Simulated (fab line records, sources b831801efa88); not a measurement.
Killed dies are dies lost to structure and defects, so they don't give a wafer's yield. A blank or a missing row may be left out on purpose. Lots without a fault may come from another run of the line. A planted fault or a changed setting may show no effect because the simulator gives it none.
One fault seen from 2 desks | flow gf180mcu | each desk has only its own numbers; what lay behind them comes last

THE TOOL OWNER'S DESK: cmp-02
The tool's own readings at GF_V1_CMP_04 (polishes SiO2): means of the sampled wafers that have a number, for each lot that ran on this tool. A lot is out of limits, marked OUT, if its mean lies more than 4 standard deviations from the usual mean; the brackets give that distance.
Columns: A = edge_zone_pressure_frac at GF_V1_CMP_04, usual 1.000; B = motor_current_A at GF_V1_CMP_04, usual 12.0 A; C = slurry_flow_ml_min at GF_V1_CMP_04, usual 150.0; D = time_to_endpoint_s at GF_V1_CMP_04, usual 82 s
lot  | first seen here | A     | B    | C     | D
L943 | day 17 10:16    | 0.997 | 11.3 | 149.6 | 81
L944 | day 18 01:13    | 1.003 | 13.2 | 149.5 | 82
L947 | day 19 02:10    | 1.002 | 13.0 | 149.6 | 80
L949 | day 20 04:06    | 0.996 | 13.9 | 150.2 | 89
L950 | day 20 07:31    | 0.996 | 11.2 | 149.7 | 68
L953 | day 21 07:22    | 0.998 | 15.2 | 149.9 | 64
L961 | day 23 23:15    | 1.001 | 13.7 | 149.7 | 85
L963 | day 24 18:13    | 0.997 | 13.0 | 150.4 | 85
L964 | day 24 19:17    | 1.007 | 13.9 | 150.3 | 82
L965 | day 25 18:48    | 0.998 | 12.9 | 149.8 | 78
This desk's finding: nothing out of limits on any of the 10 lots.

THE METROLOGY DESK
What the gauges read, lot by lot, whatever tool the lot ran on: means of the sampled wafers that have a number. A lot is out of limits, marked OUT, if its mean lies more than 4 standard deviations from the usual mean; the brackets give that distance.
Columns: A = cd_nm at GF_PSD_CD_MEAS_07, usual 400.4 nm; B = SAB_OVL at GF_SAB_OVL_MEAS_10, usual 0.1 nm
lot  | first seen here | A     | B
L943 | day 14 11:14    | 399.2 | 0.0
L944 | day 14 22:46    | 404.7 | -1.2
L945 | day 15 02:26    | 399.9 | -1.1
L947 | day 15 21:18    | 398.4 | 0.3
L948 | day 16 04:02    | 398.8 | -0.3
L949 | day 16 21:02    | 402.1 | -1.0
L950 | day 17 02:59    | 399.4 | 1.6
L953 | day 18 01:16    | 402.4 | -1.2
L961 | day 20 21:26    | 402.9 | -0.4
L962 | day 21 01:50    | 400.4 | 1.0
L963 | day 21 13:31    | 400.5 | -1.3
L964 | day 21 17:57    | 398.0 | 1.8
L965 | day 22 09:49    | 402.5 | -0.2
This desk's finding: nothing out of limits on any of the 13 lots.

PUT TOGETHER
The tool owner's desk saw nothing out of limits.
The metrology desk saw nothing out of limits.

WHAT THE SIMULATOR HAD PUT IN
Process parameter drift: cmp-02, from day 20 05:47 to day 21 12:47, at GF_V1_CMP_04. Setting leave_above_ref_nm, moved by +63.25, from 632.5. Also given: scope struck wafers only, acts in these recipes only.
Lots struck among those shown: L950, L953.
